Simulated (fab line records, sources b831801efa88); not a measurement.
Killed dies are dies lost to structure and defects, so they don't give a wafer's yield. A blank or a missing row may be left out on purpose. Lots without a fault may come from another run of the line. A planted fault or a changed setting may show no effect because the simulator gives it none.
A struck lot beside a sound one | flow sky130 | 30 steps out of a route of 708
Sound: wafers L814.3, L814.4, L814.5. Struck: wafers L817.1, L817.2, L817.4. The cause comes at the end.
At each step with rows: each side's tool, then ch and its chambers, then its first start. Under that, the readings that differ: sound wafers | struck wafers | difference of the means | sigmas: that difference in standard deviations of wafers without a fault.
alike: readings whose means differ by less than 2 such deviations, and words and numbers that are the same on both sides. not compared: withheld readings, readings that some wafer has no value for, bounds like >300 that may hide the same value, and numbers for which the record gives no deviation and whose values overlap.
The two part at a step that has a row with sigmas, a row that says differs or no value, or rows on one side only. Numbers that don't overlap but have no deviation are shown without sigmas and don't part them. A reading that every wafer of one side lacks parts them only if that side has two wafers or more.

SKY_PWDE_STRIP_09: strips in O2/N2.
  sound on plasma_asher-03 ch 0,1, day 4 10:14; struck on plasma_asher-04 ch 0,1, day 5 09:45
  alike: drypump_motor_current_A, oes_product_au, strip_time_to_endpoint_s
  not compared: rf_hours_counter_h
SKY_PWDE_TW_MEAS_10:
  sound on film_metro-01, day 4 10:19; struck on film_metro-04, day 5 09:51
  reading | sound       | struck      | difference | sigmas
  PWDE_TW | 371 371 369 | 381 381 381 | +11        | +3
then, 7 steps without rows for these wafers: SKY_NWELL_DEHYDRATE_03 (time 60 s); SKY_NWELL_HMDS_04 (prime time 60 s); SKY_NWELL_COAT_05 (resist thk 3000 nm); SKY_NWELL_SOFTBAKE_06; SKY_NWELL_EXPOSE_07 (exposes mask NWM, target cd 840 nm); SKY_NWELL_PEB_08; SKY_NWELL_DEVELOP_09 (develop time 60 s).
SKY_NWELL_OVL_MEAS_10:
  sound on overlay-02, day 5 02:25; struck on overlay-02, day 6 03:21
  alike: NWELL_00_OVL
then, 2 steps without rows for these wafers: SKY_NWELL_IMPLANT_11; SKY_NWELL_IMPLANT_12.
SKY_NWELL_IMPLANT_13:
  sound on implanter-04 ch 0, day 5 02:48; struck on implanter-04 ch 0, day 6 03:41
  reading            | sound                     | struck                        | difference | sigmas
  dose_ions_cm2      | 7e+11 7.003e+11 7.002e+11 | 4.931e+11 4.933e+11 4.931e+11 | -2.070e+11 | -99 or more
  faraday_current_uA | 3.88 4.11 3.92            | 2.80 2.84 2.72                | -1.18      | -15
SKY_NWELL_STRIP_14: strips in O2/N2.
  sound on plasma_asher-04 ch 0,1, day 5 02:56; struck on plasma_asher-02 ch 0,1, day 6 03:50
  alike: drypump_motor_current_A, oes_product_au, strip_time_to_endpoint_s
  not compared: rf_hours_counter_h
SKY_NWELL_TW_MEAS_15:
  sound on film_metro-02, day 5 03:01; struck on film_metro-04, day 6 03:56
  alike: NWELL_TW
then, 7 steps without rows for these wafers: SKY_NWELL_DEHYDRATE_16 (time 60 s); SKY_NWELL_HMDS_17 (prime time 60 s); SKY_NWELL_COAT_18 (resist thk 3000 nm); SKY_NWELL_SOFTBAKE_19; SKY_NWELL_EXPOSE_20 (exposes mask NWM COMPLEMENT, target cd 840 nm); SKY_NWELL_PEB_21; SKY_NWELL_DEVELOP_22 (develop time 60 s).
SKY_NWELL_OVL_MEAS_23:
  sound on overlay-02, day 5 20:28; struck on overlay-01, day 6 22:43
  alike: NWELL_01_OVL
then, 1 step without rows for these wafers: SKY_NWELL_IMPLANT_24.
SKY_NWELL_STRIP_25: strips in O2/N2.
  sound on plasma_asher-04 ch 0,1, day 5 20:41; struck on plasma_asher-02 ch 0,1, day 6 22:54
  alike: drypump_motor_current_A, oes_product_au, strip_time_to_endpoint_s
  not compared: rf_hours_counter_h
SKY_NWELL_TW_MEAS_26:
  sound on film_metro-01, day 5 20:46; struck on film_metro-01, day 6 23:00
  alike: NWELL_2_TW
then, 1 step without rows for these wafers: SKY_NWELL_CLEAN_27 (cleans in SC1/SC2, time 150 s).
SKY_NWELL_RTA_28: time 30 s.
  sound on rtp_anneal-01 ch 0, day 5 20:54; struck on rtp_anneal-02 ch 0, day 6 23:07
  reading            | sound             | struck            | difference | sigmas
  lamp_power_pct (%) | 25.27 25.25 25.28 | 25.33 25.38 25.39 | +0.10      | +2
  alike: wafer_temp_C_max
SKY_NWELL_RS_MEAS_29: measures by four-point-probe.
  sound on film_metro-04, day 5 21:00; struck on film_metro-01, day 6 23:13
  reading           | sound             | struck            | difference | sigmas
  NWELL_RS (ohm/sq) | 626.5 625.8 627.0 | 638.0 638.9 636.0 | +11.2      | +6
-- the record jumps here: 41 days lie between the struck wafers' starts before and after (it left off in module NWELL and takes up again in module PAD_OPEN, whose first step shown is number 708 of the route) --
SKY_PAD_OPEN_PROBE_99:
  sound on prober-02, day 46 09:28; struck on prober-01, day 47 18:13
  reading                                   | sound                   | struck                  | difference | sigmas
  model.etest.pfet_g5v0d10v5.r_on_ohm_um    | 4777 4796 4811          | 4607 4578 4671          | -176       |
  model.etest.pfet_g5v0d10v5.drive_ua_um    | 337.2 336.1 333.1       | 359.3 353.6 351.1       | +19.2      |
  model.etest.pfet_01v8_lvt.drive_ua_um     | 175.1 174.2 174.3       | 185.3 185.5 184.4       | +10.5      |
  model.etest.pfet_g5v0d10v5.off_log10_a_um | -13.05 -13.01 -12.95    | -11.05 -11.46 -11.61    | +1.63      |
  model.etest.pfet_01v8_lvt.off_log10_a_um  | -8.871 -8.836 -8.782    | -7.484 -7.642 -7.777    | +1.195     |
  model.etest.pfet_g5v0d10v5.vt_sat_v (V)   | -0.677 -0.6782 -0.685   | -0.5002 -0.5405 -0.5458 | +0.1512    |
  model.etest.pfet_16v.vt_v (V)             | -1.114 -1.118 -1.116    | -0.9867 -0.9931 -1.001  | +0.1224    |
  model.etest.pfet_g5v0d10v5.vt_v (V)       | -0.8605 -0.8625 -0.8687 | -0.72 -0.7605 -0.7595   | +0.12      |
  alike: killed_at_M0_to_M3, killed_at_M4_up, killed_at_contacts, killed_at_front_end, killed_at_other, killed_dies, killed_open, killed_short

WHERE THEY PART
First at SKY_PWDE_TW_MEAS_10; last, within this record, at SKY_NWELL_RS_MEAS_29. Later steps at which nothing parts them and some readings are alike: SKY_PAD_OPEN_PROBE_99.

WHY: what the simulator had put in
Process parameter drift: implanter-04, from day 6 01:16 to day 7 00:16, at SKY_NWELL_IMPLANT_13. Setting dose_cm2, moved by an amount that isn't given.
